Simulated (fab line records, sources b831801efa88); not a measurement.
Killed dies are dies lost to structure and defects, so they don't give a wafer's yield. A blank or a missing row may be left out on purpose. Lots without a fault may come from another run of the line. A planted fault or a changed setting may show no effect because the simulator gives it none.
One fault seen from 2 desks | flow sky130 | each desk has only its own numbers; what lay behind them comes last

THE METROLOGY DESK
What the gauges read, lot by lot, whatever tool the lot ran on: means of the sampled wafers that have a number. A lot is out of limits, marked OUT, if its mean lies more than 4 standard deviations from the usual mean; the brackets give that distance.
Columns: A = CONTACT_W_THK at SKY_CONTACT_THK_MEAS_26, usual 343 nm
lot  | first seen here | A
L747 | day 31 09:39    | 343
L749 | day 32 09:32    | 344
L750 | day 32 16:26    | 345
L751 | day 33 01:20    | 339
L754 | day 34 06:38    | 343
L756 | day 34 17:04    | 341
L760 | day 35 18:31    | 344
L761 | day 36 00:41    | 344
L764 | day 36 20:20    | 342
L767 | day 37 21:47    | 346
L768 | day 38 01:57    | 345
L769 | day 38 11:44    | 340
L770 | day 38 12:54    | 341
This desk's finding: nothing out of limits on any of the 13 lots.

THE TOOL OWNER'S DESK: litho_track-01
The tool's own readings at SKY_SONOS_TUNNEL_COAT_02 (resist thk 1140 nm): means of the sampled wafers that have a number, for each lot that ran on this tool. A lot is out of limits, marked OUT, if its mean lies more than 4 standard deviations from the usual mean; the brackets give that distance.
Columns: A = spin_speed_rpm at SKY_SONOS_TUNNEL_COAT_02, usual 3000.4 rpm
lot  | first seen here | A
L756 | day 13 23:16    | 2998.3
L760 | day 15 03:58    | 3100.6 (+44) OUT
L761 | day 15 10:08    | 3100.5 (+44) OUT
L768 | day 17 15:25    | 2999.8
L769 | day 18 02:53    | 3002.8
L770 | day 18 10:49    | 2999.9
This desk's finding: out of limits on L760, L761; first on L760, day 15 03:58 (spin_speed_rpm at SKY_SONOS_TUNNEL_COAT_02). In limits: L756, L768, L769, L770.

PUT TOGETHER
The tool owner's desk could have raised an alarm at day 15 03:58, on L760, L761.
The metrology desk saw nothing out of limits.
The metrology desk has L760, L761 on record, within its limits.
Of the lots named, all ran SKY_SONOS_TUNNEL_COAT_02 on litho_track-01.

WHAT THE SIMULATOR HAD PUT IN
Process parameter drift: litho_track-01, from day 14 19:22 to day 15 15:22, at SKY_SONOS_TUNNEL_COAT_02. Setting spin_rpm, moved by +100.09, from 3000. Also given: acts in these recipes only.
Lots struck among those shown: L760, L761.
Hours from the fault's start to each desk's first reading out of limits: the tool owner's desk, 9.
